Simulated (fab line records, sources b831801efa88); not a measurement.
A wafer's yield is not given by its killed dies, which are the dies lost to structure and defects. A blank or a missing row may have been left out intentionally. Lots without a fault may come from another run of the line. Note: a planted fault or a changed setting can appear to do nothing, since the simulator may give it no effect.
fab line records	flow gf180mcu
[record] lots = 24	wafers = 72	lastDay = 34
route steps=602 shown VT_IMPLANT@99 HV_LDD@187 NSD@243 M4@456 V4@494
lots that met no fault: from a run of the same line without faults
startH: the number of hours between the record's first day and the start of the first shown wafer of the lot	waitH: hours since the lot's step before	" the same as in the row above	L1.1+2: a single row standing in for several wafers	- value missing, or start not given	* or withheld: withheld	< > ~ a bound
route shown NAME@n: a module of which the file shows steps, and the number in the route of the first	usual: mean/standard deviation taken from wafers without a fault	same: alike in all rows	chamber/n: place in a boat	sites: per-site readings	_std_site: their standard deviation	_edge_site: the outer-site mean with the inner-site mean subtracted	radiusMm: how far each site lies from the wafer's centre	mask NAME#n: copy n	behind: tool/chamber where the wafer was last shaped	hold: why the lot went on hold/how many hours it stayed there/how the hold came to an end	device: whichever transistor did not switch (one of n, p or np)	end of line: tests of these same wafers at the route's end	a step without rows: its recipe alone	killed: at the first sort, the dies lost to defects and structure; wafer yield is something else	map: dies across one wafer; x = killed, . = not, _ = none there
set.NAME: setting as actually run; set.NAME@STEP: the setting as run at that earlier step	model.NAME: the simulator's own value behind a step, which no gauge read
the route's steps for a sample of lots (tables are steps, rows are wafers)
services: the hour from which a tool's chamber was out of use, counted from the record's first day as startH (under 0 if before that day), plus the number of hours and why
[[steps]]
[step GF_VT_IMPLANT_STRIP_09]
[recipe] chemistry = O2/N2	powerW = 1400	pressureMtorr = 1500	platenTempC = 250	o2FlowSccm = 3000	n2FlowSccm = 300	overashFraction = 0.5
[usual] drypumpMotorCurrentA = 5.4/0.39	heaterPowerW = 345/44	oesProductAu = 0.716/0.0042	platenTempC = 250.00/0.2	stripTimeToEndpointS = 12.62/0.032
lot.wafer	tool	chamber	startH	waitH	drypumpMotorCurrentA	heaterPowerW	oesProductAu	platenTempC	rfHoursCounterH	stripTimeToEndpointS
L074.3	plasmaAsher-03	1	112.28	0.1	5.6	287	0.713	250.11	-	12.61
L074.5	"	1	"	"	5.6	292	0.717	249.90	-	12.62
L074.6	"	0	"	"	5.5	426	0.713	250.00	-	12.60
L075.1	plasmaAsher-03	0	117.96	0.1	5.5	422	0.715	250.12	48	12.57
L075.2	"	1	"	"	5.6	287	0.722	250.01	48	12.56
L075.5	"	1	"	"	5.6	289	0.715	250.03	-	12.61
L076.1	plasmaAsher-04	0	124.74	0.1	5.6	342	0.716	249.95	32	12.58
L076.2	"	1	"	"	4.8	318	0.719	250.08	32	12.63
L076.5	"	1	"	"	4.8	321	0.722	249.95	-	12.56
L077.1	plasmaAsher-02	0	129.56	0.1	6.2	354	0.717	250.01	48	12.63
L077.3	"	0	"	"	6.2	349	0.727	249.90	-	12.63
L077.5	"	0	"	"	6.2	359	0.716	249.98	-	12.61
L078.2	plasmaAsher-02	1	136.45	0.1	5.2	365	0.711	249.91	49	12.64
L078.3	"	0	"	"	6.2	358	0.715	249.75	-	12.60
L078.5	"	0	"	"	6.2	368	0.720	249.63	-	12.60
L079.1	plasmaAsher-02	1	142.19	0.1	5.3	361	0.718	249.99	50	12.63
L079.3	"	1	"	"	5.3	349	0.720	250.44	-	12.64
L079.6	"	1	"	"	5.3	359	0.708	249.64	-	12.64
L080.2	plasmaAsher-04	0	148.50	0.1	5.6	331	0.707	250.14	34	12.61
L080.5	"	0	"	"	5.6	331	0.721	250.01	-	12.58
L080.6	"	1	"	"	4.8	327	0.721	250.18	-	12.65
L081.2	plasmaAsher-02	0	156.95	0.1	6.2	361	0.722	249.71	51	12.66
L081.4	"	1	"	"	5.3	363	0.712	249.94	-	12.60
L081.6	"	1	"	"	5.3	360	0.715	250.02	-	12.64
L082.1	plasmaAsher-03	0	164.16	0.1	5.5	427	0.714	250.21	53	12.62
L082.3	"	1	"	"	5.6	287	0.714	250.12	-	12.68
L082.6	"	1	"	"	5.6	285	0.714	249.98	-	12.67
L083.2	plasmaAsher-04	0	170.35	0.1	5.6	341	0.710	249.96	37	12.55
L083.3	"	1	"	"	4.9	334	0.720	249.81	-	12.61
L083.6	"	1	"	"	4.9	321	0.720	250.23	-	12.60
L084.4	plasmaAsher-03	1	172.91	0.1	5.6	284	0.720	249.79	-	12.59
L084.5	"	0	"	"	5.5	441	0.715	249.88	-	12.59
L084.6	"	1	"	"	5.7	287	0.722	249.99	-	12.64
L085.1	plasmaAsher-04	1	177.11	0.1	4.8	326	0.727	250.11	37	12.66
L085.3	"	1	"	"	4.8	315	0.718	249.92	-	12.68
L085.4	"	0	"	"	5.6	343	0.717	249.78	-	12.64
L086.1	plasmaAsher-03	1	186.66	0.1	5.6	289	0.711	250.21	55	12.64
L086.2	"	0	"	"	5.5	430	0.710	250.02	55	12.68
L086.3	"	1	"	"	5.6	277	0.711	250.32	-	12.62
L087.1	plasmaAsher-04	0	190.79	0.1	5.6	341	0.708	249.82	39	12.60
L087.3	"	1	"	"	4.8	327	0.712	249.99	-	12.64
L087.6	"	0	"	"	5.6	341	0.722	249.96	-	12.65
L088.4	plasmaAsher-04	1	196.03	0.1	4.9	319	0.708	250.05	-	12.67
L088.5	"	0	"	"	5.6	331	0.719	249.83	-	12.58
L088.6	"	1	"	"	4.9	323	0.719	249.75	-	12.64
L089.3	plasmaAsher-02	0	206.84	0.1	6.2	362	0.711	250.09	-	12.63
L089.4	"	1	"	"	5.3	365	0.714	249.85	-	12.63
L089.6	"	1	"	"	5.3	351	0.715	250.18	-	12.62
L090.2	plasmaAsher-03	1	212.74	0.1	5.6	278	0.720	249.60	59	12.59
L090.3	"	1	"	"	5.6	283	0.719	249.77	-	12.59
L090.6	"	1	"	"	5.6	286	0.716	249.71	-	12.55
L091.3	plasmaAsher-04	1	215.93	0.1	4.9	327	0.716	249.70	-	12.61
L091.5	"	0	"	"	5.6	349	0.711	249.87	-	12.62
L091.6	"	1	"	"	4.9	316	0.713	249.70	-	12.66
L092.3	plasmaAsher-04	0	221.88	0.1	5.6	337	0.713	250.00	-	12.62
L092.4	"	1	"	"	4.8	319	0.719	250.37	-	12.62
L092.6	"	0	"	"	5.6	336	0.713	249.91	-	12.66
L093.1	plasmaAsher-04	0	227.90	0.1	5.6	338	0.717	249.88	43	12.58
L093.5	"	1	"	"	4.8	326	0.712	250.33	-	12.59
L093.6	"	0	"	"	5.6	337	0.717	250.36	-	12.58
L094.1	plasmaAsher-03	1	235.49	0.1	5.6	290	0.714	249.92	61	12.62
L094.2	"	0	"	"	5.5	423	0.713	250.36	61	12.64
L094.4	"	1	"	"	5.6	278	0.721	250.08	-	12.64
L095.1	plasmaAsher-04	1	242.16	0.1	4.8	320	0.707	250.13	44	12.58
L095.4	"	0	"	"	5.6	337	0.718	250.16	-	12.58
L095.5	"	1	"	"	4.8	316	0.719	249.99	-	12.60
L096.2	plasmaAsher-04	0	247.99	0.1	5.6	332	0.717	250.40	45	12.62
L096.4	"	0	"	"	5.6	347	0.709	249.91	-	12.62
L096.5	"	1	"	"	4.9	322	0.721	249.89	-	12.65
L097.1	plasmaAsher-03	0	252.94	0.1	5.5	423	0.716	249.95	63	12.63
L097.2	"	1	"	"	5.6	289	0.712	250.12	63	12.55
L097.3	"	0	"	"	5.4	444	0.719	249.79	-	12.60
[step GF_VT_IMPLANT_STRIP_31]
[recipe] chemistry = O2/N2	powerW = 1400	pressureMtorr = 1500	platenTempC = 250	o2FlowSccm = 3000	n2FlowSccm = 300	overashFraction = 0.5
[usual] drypumpMotorCurrentA = 5.5/0.4	heaterPowerW = 349/44	oesProductAu = 0.715/0.0049	platenTempC = 249.99/0.17	stripTimeToEndpointS = 12.62/0.037
lot.wafer	tool	chamber	startH	waitH	drypumpMotorCurrentA	heaterPowerW	oesProductAu	platenTempC	rfHoursCounterH	stripTimeToEndpointS
L074.3	plasmaAsher-04	0	141.93	0.1	5.6	341	0.711	250.01	-	12.62
L074.5	"	1	"	"	4.8	319	0.717	250.01	-	12.62
L074.6	"	0	"	"	5.6	337	0.713	250.21	-	12.60
L075.1	plasmaAsher-03	1	148.36	0.1	5.6	280	0.713	250.15	51	12.69
L075.2	"	0	"	"	5.4	430	0.710	249.80	51	12.69
L075.5	"	0	"	"	5.5	427	0.723	249.96	-	12.66
L076.1	plasmaAsher-02	1	155.84	0.1	5.3	356	0.713	250.06	51	12.65
L076.2	"	0	"	"	6.2	369	0.704	249.86	51	12.66
L076.5	"	1	"	"	5.3	359	0.716	249.78	-	12.63
L077.1	plasmaAsher-02	1	161.20	0.1	5.3	360	0.715	249.84	52	12.62
L077.3	"	0	"	"	6.2	358	0.718	250.10	-	12.66
L077.5	"	0	"	"	6.2	353	0.716	250.15	-	12.66
L078.2	plasmaAsher-03	0	167.76	0.1	5.5	413	0.711	249.89	53	12.64
L078.3	"	0	"	"	5.5	427	0.717	249.80	-	12.61
L078.5	"	1	"	"	5.6	283	0.716	249.64	-	12.67
L079.1	plasmaAsher-04	0	173.51	0.1	5.6	331	0.720	250.01	37	12.60
L079.3	"	0	"	"	5.6	342	0.707	250.09	-	12.65
L079.6	"	1	"	"	4.8	324	0.717	249.65	-	12.66
L080.2	plasmaAsher-03	0	180.19	0.1	5.5	431	0.716	249.74	55	12.64
L080.5	"	0	"	"	5.4	433	0.709	249.93	-	12.64
L080.6	"	1	"	"	5.7	282	0.720	249.94	-	12.65
L081.2	plasmaAsher-03	1	189.40	0.1	5.6	282	0.720	249.74	56	12.64
L081.4	"	1	"	"	5.6	281	0.718	249.76	-	12.69
L081.6	"	0	"	"	5.5	433	0.718	249.95	-	12.69
L082.1	plasmaAsher-04	1	196.84	0.1	4.9	315	0.720	250.00	40	12.61
L082.3	"	0	"	"	5.6	349	0.716	249.81	-	12.60
L082.6	"	0	"	"	5.6	343	0.709	249.90	-	12.60
L083.2	plasmaAsher-04	0	203.34	0.1	5.6	343	0.712	250.10	40	12.60
L083.3	"	0	"	"	5.6	335	0.724	249.89	-	12.58
L083.6	"	0	"	"	5.6	347	0.709	249.87	-	12.58
L084.4	plasmaAsher-04	1	206.77	0.1	4.9	319	0.711	249.74	-	12.64
L084.5	"	1	"	"	4.8	325	0.714	250.01	-	12.66
L084.6	"	0	"	"	5.6	343	0.714	249.97	-	12.64
L085.1	plasmaAsher-03	0	211.19	0.1	5.5	424	0.708	250.01	59	12.56
L085.3	"	1	"	"	5.6	287	0.726	250.06	-	12.60
L085.4	"	0	"	"	5.5	426	0.720	249.74	-	12.57
L086.1	plasmaAsher-03	1	221.69	0.1	5.6	278	0.720	250.08	60	12.66
L086.2	"	0	"	"	5.4	430	0.708	250.17	60	12.67
L086.3	"	0	"	"	5.5	427	0.716	249.91	-	12.65
L087.1	plasmaAsher-02	0	224.46	0.1	6.2	359	0.714	250.03	57	12.65
L087.3	"	1	"	"	5.3	349	0.715	250.00	-	12.65
L087.6	"	1	"	"	5.3	349	0.731	250.16	-	12.67
L088.4	plasmaAsher-04	0	231.02	0.1	5.6	340	0.709	249.92	-	12.60
L088.5	"	1	"	"	4.8	329	0.699	250.12	-	12.64
L088.6	"	0	"	"	5.6	344	0.715	249.82	-	12.60
L089.3	plasmaAsher-02	0	242.48	0.1	6.2	360	0.716	250.13	-	12.57
L089.4	"	1	"	"	5.3	357	0.716	249.87	-	12.56
L089.6	"	0	"	"	6.2	363	0.709	250.07	-	12.59
L090.2	plasmaAsher-02	1	249.79	0.1	5.3	368	0.714	249.96	60	12.56
L090.3	"	1	"	"	5.3	366	0.717	250.24	-	12.57
L090.6	"	0	"	"	6.2	362	0.717	250.25	-	12.59
L091.3	plasmaAsher-02	1	252.09	0.1	5.3	362	0.715	249.99	-	12.67
L091.5	"	1	"	"	5.3	361	0.714	250.36	-	12.60
L091.6	"	0	"	"	6.2	355	0.712	250.04	-	12.61
L092.3	plasmaAsher-02	1	258.80	0.1	5.3	356	0.712	250.27	-	12.61
L092.4	"	0	"	"	6.2	357	0.714	250.21	-	12.60
L092.6	"	0	"	"	6.2	359	0.720	249.89	-	12.63
L093.1	plasmaAsher-04	0	263.88	0.1	5.6	334	0.713	249.86	46	12.70
L093.5	"	0	"	"	5.6	338	0.707	250.08	-	12.66
L093.6	"	1	"	"	4.9	317	0.713	249.62	-	12.68
L094.1	plasmaAsher-02	1	272.46	0.1	5.3	367	0.713	250.17	62	12.66
L094.2	"	0	"	"	6.2	362	0.714	249.87	62	12.64
L094.4	"	0	"	"	6.2	366	0.708	249.98	-	12.64
L095.1	plasmaAsher-04	0	279.26	0.1	5.6	340	0.716	250.08	48	12.66
L095.4	"	1	"	"	4.8	324	0.720	249.68	-	12.60
L095.5	"	0	"	"	5.6	336	0.717	250.02	-	12.66
L096.2	plasmaAsher-03	1	286.61	0.1	5.7	282	0.709	250.22	67	12.61
L096.4	"	0	"	"	5.5	430	0.710	250.00	-	12.56
L096.5	"	1	"	"	5.6	285	0.715	250.27	-	12.58
L097.1	plasmaAsher-03	1	292.06	0.1	5.6	284	0.724	250.21	67	12.59
L097.2	"	0	"	"	5.5	435	0.714	249.89	67	12.51
L097.3	"	0	"	"	5.5	413	0.714	249.77	-	12.55
[step GF_HV_LDD_TW_MEAS_11]
[usual] HV_LDD_TW = 2412/18
lot.wafer	tool	chamber	startH	waitH	HV_LDD_TW
L074.3	filmMetro-01	-	221.28	0.1	2388
L074.5	"	-	"	"	2382
L074.6	"	-	"	"	2400
L075.1	filmMetro-02	-	224.58	0.1	2428
L075.2	"	-	"	"	2430
L075.5	"	-	"	"	2436
L076.1	filmMetro-03	-	234.53	0.1	2423
L076.2	"	-	"	"	2419
L076.5	"	-	"	"	2427
L077.1	filmMetro-03	-	238.01	0.1	2419
L077.3	"	-	"	"	2427
L077.5	"	-	"	"	2420
L078.2	filmMetro-02	-	245.72	0.1	2436
L078.3	"	-	"	"	2446
L078.5	"	-	"	"	2426
L079.1	filmMetro-02	-	253.51	0.1	2422
L079.3	"	-	"	"	2432
L079.6	"	-	"	"	2449
L080.2	filmMetro-01	-	259.32	0.1	2399
L080.5	"	-	"	"	2400
L080.6	"	-	"	"	2431
L081.2	filmMetro-01	-	269.84	0.1	2388
L081.4	"	-	"	"	2384
L081.6	"	-	"	"	2395
L082.1	filmMetro-01	-	279.81	0.1	2378
L082.3	"	-	"	"	2394
L082.6	"	-	"	"	2391
L083.2	filmMetro-02	-	286.02	0.1	2447
L083.3	"	-	"	"	2441
L083.6	"	-	"	"	2431
L084.4	filmMetro-02	-	288.39	0.1	2437
L084.5	"	-	"	"	2433
L084.6	"	-	"	"	2434
L085.1	filmMetro-03	-	298.21	0.1	2393
L085.3	"	-	"	"	2399
L085.4	"	-	"	"	2405
L086.1	filmMetro-03	-	307.96	0.1	2386
L086.2	"	-	"	"	2403
L086.3	"	-	"	"	2411
L087.1	filmMetro-03	-	309.76	0.1	2398
L087.3	"	-	"	"	2400
L087.6	"	-	"	"	2400
L088.4	filmMetro-03	-	323.68	0.1	2401
L088.5	"	-	"	"	2402
L088.6	"	-	"	"	2407
L089.3	filmMetro-03	-	329.08	0.1	2407
L089.4	"	-	"	"	2398
L089.6	"	-	"	"	2408
L090.2	filmMetro-02	-	342.12	0.1	2423
L090.3	"	-	"	"	2405
L090.6	"	-	"	"	2416
L091.3	filmMetro-02	-	342.28	0.1	2434
L091.5	"	-	"	"	2422
L091.6	"	-	"	"	2418
L092.3	filmMetro-03	-	349.53	0.1	2416
L092.4	"	-	"	"	2413
L092.6	"	-	"	"	2422
L093.1	filmMetro-02	-	355.40	0.2	2422
L093.5	"	-	"	"	2418
L093.6	"	-	"	"	2415
L094.1	filmMetro-02	-	365.61	0.1	2436
L094.2	"	-	"	"	2429
L094.4	"	-	"	"	2432
L095.1	filmMetro-01	-	371.61	0.1	2395
L095.4	"	-	"	"	2393
L095.5	"	-	"	"	2393
L096.2	filmMetro-01	-	379.42	0.1	2377
L096.4	"	-	"	"	2396
L096.5	"	-	"	"	2402
L097.1	filmMetro-03	-	385.11	0.1	2399
L097.2	"	-	"	"	2411
L097.3	"	-	"	"	2408
[step GF_NSD_OVL_MEAS_08]
[usual] NSD_OVL = -1.0/1.4
lot.wafer	tool	chamber	startH	waitH	NSD_OVL[nm]
L074.3	overlay-01	-	302.54	0.1	-1.0
L074.5	"	-	"	"	-2.2
L074.6	"	-	"	"	-1.0
L075.1	overlay-02	-	305.58	0.1	-0.1
L075.2	"	-	"	"	-2.6
L075.5	"	-	"	"	-0.4
L076.1	overlay-02	-	316.28	0.1	-2.0
L076.2	"	-	"	"	-1.8
L076.5	"	-	"	"	-1.1
L077.1	overlay-02	-	321.04	0.1	-1.5
L077.3	"	-	"	"	1.4
L077.5	"	-	"	"	0.1
L078.2	overlay-01	-	328.19	0.1	-2.1
L078.3	"	-	"	"	-3.1
L078.5	"	-	"	"	-2.0
L079.1	overlay-02	-	337.38	0.1	-0.2
L079.3	"	-	"	"	0.1
L079.6	"	-	"	"	-1.7
L080.2	overlay-02	-	344.50	0.1	-1.2
L080.5	"	-	"	"	-2.1
L080.6	"	-	"	"	-0.6
L081.2	overlay-01	-	358.28	0.1	-2.3
L081.4	"	-	"	"	1.3
L081.6	"	-	"	"	-1.1
L082.1	overlay-01	-	367.59	0.1	-0.5
L082.3	"	-	"	"	-1.1
L082.6	"	-	"	"	1.9
L083.2	overlay-01	-	373.98	0.1	-0.1
L083.3	"	-	"	"	-0.4
L083.6	"	-	"	"	-1.9
L084.4	overlay-01	-	378.64	0.1	-2.2
L084.5	"	-	"	"	-0.2
L084.6	"	-	"	"	-2.5
L085.1	overlay-02	-	388.63	0.1	-1.5
L085.3	"	-	"	"	-1.5
L085.4	"	-	"	"	-3.6
L086.1	overlay-02	-	398.84	0.1	-0.4
L086.2	"	-	"	"	-3.3
L086.3	"	-	"	"	-4.4
L087.1	overlay-02	-	401.27	0.1	-0.9
L087.3	"	-	"	"	-2.9
L087.6	"	-	"	"	-2.1
L088.4	overlay-01	-	416.61	0.1	-3.2
L088.5	"	-	"	"	-3.5
L088.6	"	-	"	"	-1.3
L089.3	overlay-02	-	423.78	0.1	-0.7
L089.4	"	-	"	"	-0.8
L089.6	"	-	"	"	-1.3
L090.2	overlay-01	-	436.68	0.1	-1.7
L090.3	"	-	"	"	-0.3
L090.6	"	-	"	"	1.0
L091.3	overlay-02	-	438.18	0.1	0.5
L091.5	"	-	"	"	-1.0
L091.6	"	-	"	"	0.0
L092.3	overlay-02	-	445.98	0.1	-1.1
L092.4	"	-	"	"	-0.9
L092.6	"	-	"	"	-3.5
L093.1	overlay-01	-	452.24	0.1	-2.1
L093.5	"	-	"	"	-0.7
L093.6	"	-	"	"	-1.4
L094.1	overlay-02	-	463.24	0.1	-0.1
L094.2	"	-	"	"	0.9
L094.4	"	-	"	"	0.5
L095.1	overlay-01	-	469.29	0.1	0.5
L095.4	"	-	"	"	-0.4
L095.5	"	-	"	"	-1.0
L096.2	overlay-01	-	478.60	0.1	0.8
L096.4	"	-	"	"	0.1
L096.5	"	-	"	"	1.4
L097.1	overlay-01	-	484.07	0.1	1.6
L097.2	"	-	"	"	2.0
L097.3	"	-	"	"	-0.5
[step GF_M4_SPUTTER_00]
[recipe] material = Ti	targetThkNm = 37.5	arrivingIonEnergyEv = 80	substrateTempC = 200	chamberPressurePa = 2	powerW = 4000	timeS = 150
[usual] throttleValvePct = 30.2/1.1
[same] timeS = 150
lot.wafer	tool	chamber	startH	waitH	throttleValvePct
L074.3	pvdSputter-01	-	520.53	0.2	29.4
L074.5	"	-	"	"	31.4
L074.6	"	-	"	"	29.4
L075.1	pvdSputter-01	-	523.75	0.1	31.5
L075.2	"	-	"	"	30.5
L075.5	"	-	"	"	29.1
L076.1	pvdSputter-04	-	535.76	0.2	29.9
L076.2	"	-	"	"	28.7
L076.5	"	-	"	"	28.1
L077.1	pvdSputter-01	-	541.42	0.1	30.8
L077.3	"	-	"	"	31.1
L077.5	"	-	"	"	31.1
L078.2	pvdSputter-01	-	548.09	0.2	30.6
L078.3	"	-	"	"	29.5
L078.5	"	-	"	"	30.3
L079.1	pvdSputter-02	-	558.87	0.2	29.6
L079.3	"	-	"	"	31.6
L079.6	"	-	"	"	29.0
L080.2	pvdSputter-01	-	568.40	0.2	29.3
L080.5	"	-	"	"	30.4
L080.6	"	-	"	"	31.6
L081.2	pvdSputter-01	-	578.96	0.2	31.1
L081.4	"	-	"	"	29.2
L081.6	"	-	"	"	31.1
L082.1	pvdSputter-02	-	592.21	0.2	31.5
L082.3	"	-	"	"	29.6
L082.6	"	-	"	"	29.2
L083.2	pvdSputter-04	-	593.99	0.1	28.6
L083.3	"	-	"	"	28.0
L083.6	"	-	"	"	29.9
L084.4	pvdSputter-01	-	600.92	0.1	31.6
L084.5	"	-	"	"	30.6
L084.6	"	-	"	"	31.9
L085.1	pvdSputter-01	-	610.73	0.1	29.5
L085.3	"	-	"	"	31.7
L085.4	"	-	"	"	30.7
L086.1	pvdSputter-04	-	619.12	0.1	28.1
L086.2	"	-	"	"	29.8
L086.3	"	-	"	"	28.8
L087.1	pvdSputter-01	-	621.49	0.1	29.3
L087.3	"	-	"	"	31.4
L087.6	"	-	"	"	30.5
L088.4	pvdSputter-02	-	634.75	0.2	29.8
L088.5	"	-	"	"	29.6
L088.6	"	-	"	"	29.9
L089.3	pvdSputter-04	-	640.62	0.1	29.9
L089.4	"	-	"	"	28.6
L089.6	"	-	"	"	29.8
L090.2	pvdSputter-01	-	649.19	0.1	31.6
L090.3	"	-	"	"	30.6
L090.6	"	-	"	"	29.2
L091.3	pvdSputter-02	-	651.51	0.2	29.5
L091.5	"	-	"	"	29.7
L091.6	"	-	"	"	29.6
L092.3	pvdSputter-01	-	658.59	0.2	29.2
L092.4	"	-	"	"	30.7
L092.6	"	-	"	"	31.1
L093.1	pvdSputter-01	-	663.33	0.1	31.5
L093.5	"	-	"	"	30.4
L093.6	"	-	"	"	31.3
L094.1	pvdSputter-01	-	671.38	0.2	30.7
L094.2	"	-	"	"	29.2
L094.4	"	-	"	"	29.4
L095.1	pvdSputter-04	-	677.91	0.1	30.1
L095.4	"	-	"	"	28.2
L095.5	"	-	"	"	28.9
L096.2	pvdSputter-02	-	686.11	0.1	29.9
L096.4	"	-	"	"	29.1
L096.5	"	-	"	"	31.6
L097.1	pvdSputter-01	-	689.81	0.2	31.7
L097.2	"	-	"	"	30.9
L097.3	"	-	"	"	30.6
[step GF_V4_STRIP_18]
[recipe] chemistry = O2/N2	powerW = 1400	pressureMtorr = 1500	platenTempC = 250	o2FlowSccm = 3000	n2FlowSccm = 300	overashFraction = 0.5
[usual] drypumpMotorCurrentA = 5.5/0.3	heaterPowerW = 353/48	oesProductAu = 0.599/0.005	platenTempC = 249.98/0.2
lot.wafer	tool	chamber	startH	waitH	drypumpMotorCurrentA	heaterPowerW	oesProductAu	platenTempC	rfHoursCounterH
L074.3	plasmaAsher-01	1	567.72	-	5.2	361	0.587	250.03	-
L074.5	"	0	"	"	5.4	338	0.600	250.08	-
L074.6	"	1	"	"	5.2	361	0.596	250.41	-
L075.1	plasmaAsher-03	0	570.19	-	5.5	426	0.594	249.69	14
L075.2	"	1	"	"	5.6	274	0.590	250.02	14
L075.5	"	0	"	"	5.4	432	0.605	249.93	-
L076.1	plasmaAsher-02	0	582.03	-	6.2	360	0.597	249.74	95
L076.2	"	1	"	"	5.3	361	0.599	250.11	95
L076.5	"	1	"	"	5.3	359	0.601	250.25	-
L077.1	plasmaAsher-03	1	587.44	-	5.6	272	0.600	250.03	16
L077.3	"	1	"	"	5.6	271	0.606	249.95	-
L077.5	"	0	"	"	5.4	433	0.595	250.03	-
L078.2	plasmaAsher-02	0	593.88	-	6.2	352	0.607	249.89	97
L078.3	"	0	"	"	6.2	371	0.602	249.90	-
L078.5	"	1	"	"	5.3	360	0.602	250.26	-
L079.1	plasmaAsher-01	1	603.99	-	5.2	362	0.599	250.05	49
L079.3	"	0	"	"	5.4	339	0.605	250.22	-
L079.6	"	1	"	"	5.2	360	0.600	249.89	-
L080.2	plasmaAsher-01	1	612.73	-	5.2	351	0.592	249.81	51
L080.5	"	0	"	"	5.4	335	0.602	250.20	-
L080.6	"	1	"	"	5.2	356	0.600	250.24	-
L081.2	plasmaAsher-03	0	621.88	-	5.5	435	0.595	250.20	19
L081.4	"	1	"	"	5.7	280	0.596	249.84	-
L081.6	"	0	"	"	5.5	447	0.599	249.94	-
L082.1	plasmaAsher-02	0	634.83	-	6.2	357	0.601	249.58	102
L082.3	"	0	"	"	6.2	358	0.595	249.64	-
L082.6	"	0	"	"	6.2	358	0.598	250.03	-
L083.2	plasmaAsher-02	0	637.79	-	6.2	356	0.604	249.56	103
L083.3	"	1	"	"	5.3	355	0.595	249.93	-
L083.6	"	1	"	"	5.3	353	0.597	250.00	-
L084.4	plasmaAsher-01	1	643.77	-	5.2	368	0.599	250.09	-
L084.5	"	1	"	"	5.2	362	0.593	249.95	-
L084.6	"	0	"	"	5.4	342	0.598	250.13	-
L085.1	plasmaAsher-02	1	653.88	-	5.3	352	0.598	250.19	105
L085.3	"	0	"	"	6.2	354	0.603	249.74	-
L085.4	"	1	"	"	5.3	360	0.604	250.22	-
L086.1	plasmaAsher-03	0	660.98	-	5.5	447	0.591	250.40	22
L086.2	"	1	"	"	5.6	274	0.595	249.78	22
L086.3	"	1	"	"	5.6	277	0.600	250.31	-
L087.1	plasmaAsher-01	0	663.18	-	5.4	340	0.596	249.69	57
L087.3	"	1	"	"	5.1	364	0.599	250.04	-
L087.6	"	0	"	"	5.4	337	0.590	250.17	-
L088.4	plasmaAsher-02	0	676.67	-	6.2	365	0.604	249.84	-
L088.5	"	1	"	"	5.3	353	0.599	249.65	-
L088.6	"	0	"	"	6.2	357	0.598	249.74	-
L089.3	plasmaAsher-03	0	681.72	-	5.5	441	0.597	250.04	-
L089.4	"	1	"	"	5.7	279	0.602	249.90	-
L089.6	"	0	"	"	5.4	432	0.595	250.11	-
L090.2	plasmaAsher-03	0	689.78	-	5.5	438	0.603	250.14	25
L090.3	"	0	"	"	5.5	425	0.604	249.80	-
L090.6	"	0	"	"	5.5	442	0.602	249.83	-
L091.3	plasmaAsher-01	1	692.57	-	5.2	358	0.600	250.03	-
L091.5	"	0	"	"	5.4	336	0.603	250.03	-
L091.6	"	1	"	"	5.2	356	0.599	249.77	-
L092.3	plasmaAsher-03	0	698.92	-	5.5	435	0.599	250.20	-
L092.4	"	1	"	"	5.7	274	0.603	250.08	-
L092.6	"	1	"	"	5.6	274	0.606	250.14	-
L093.1	plasmaAsher-01	1	703.23	-	5.2	359	0.596	249.96	62
L093.5	"	0	"	"	5.4	327	0.603	250.00	-
L093.6	"	1	"	"	5.2	360	0.603	250.19	-
L094.1	plasmaAsher-01	1	711.13	-	5.1	360	0.600	249.73	62
L094.2	"	0	"	"	5.4	341	0.598	249.99	62
L094.4	"	0	"	"	5.4	330	0.605	250.32	-
L095.1	plasmaAsher-01	1	717.13	-	5.2	356	0.593	249.93	63
L095.4	"	1	"	"	5.2	358	0.605	250.07	-
L095.5	"	1	"	"	5.2	363	0.604	249.95	-
L096.2	plasmaAsher-01	1	724.13	-	5.2	362	0.593	249.78	64
L096.4	"	1	"	"	5.2	367	0.598	249.96	-
L096.5	"	0	"	"	5.4	333	0.598	249.84	-
L097.1	plasmaAsher-03	0	728.48	-	5.5	439	0.604	249.94	30
L097.2	"	1	"	"	5.6	277	0.600	250.11	30
L097.3	"	1	"	"	5.7	270	0.597	250.01	-
[[services]]
tool	chamber	startH	hours	kind
plasmaAsher-02	-	107.90	0.4	repair
plasmaAsher-04	-	135.21	1.3	repair
plasmaAsher-03	-	146.86	1.5	repair
plasmaAsher-03	-	162.87	0.9	repair
plasmaAsher-02	-	180.07	1.9	repair
plasmaAsher-02	-	187.67	6.7	repair
plasmaAsher-02	-	200.67	2.8	pm
plasmaAsher-03	-	301.44	1.8	repair
plasmaAsher-04	-	306.17	2.8	pm
plasmaAsher-04	-	317.95	2.2	repair
plasmaAsher-03	-	421.31	9.0	pm
plasmaAsher-02	-	441.66	4.6	repair
plasmaAsher-02	-	454.66	0.4	repair
plasmaAsher-03	-	483.94	2.0	repair
plasmaAsher-03	-	500.82	4.3	pm
plasmaAsher-03	-	594.07	14.6	pm
plasmaAsher-02	-	597.09	2.2	repair
plasmaAsher-04	-	599.39	15.6	pm
plasmaAsher-03	-	618.97	1.0	repair
plasmaAsher-03	-	636.30	13.7	repair
plasmaAsher-03	-	650.24	1.3	repair
plasmaAsher-02	-	659.48	10.8	repair
plasmaAsher-02	-	669.82	0.8	repair
plasmaAsher-02	-	698.08	3.5	repair
[[key]]
fault none
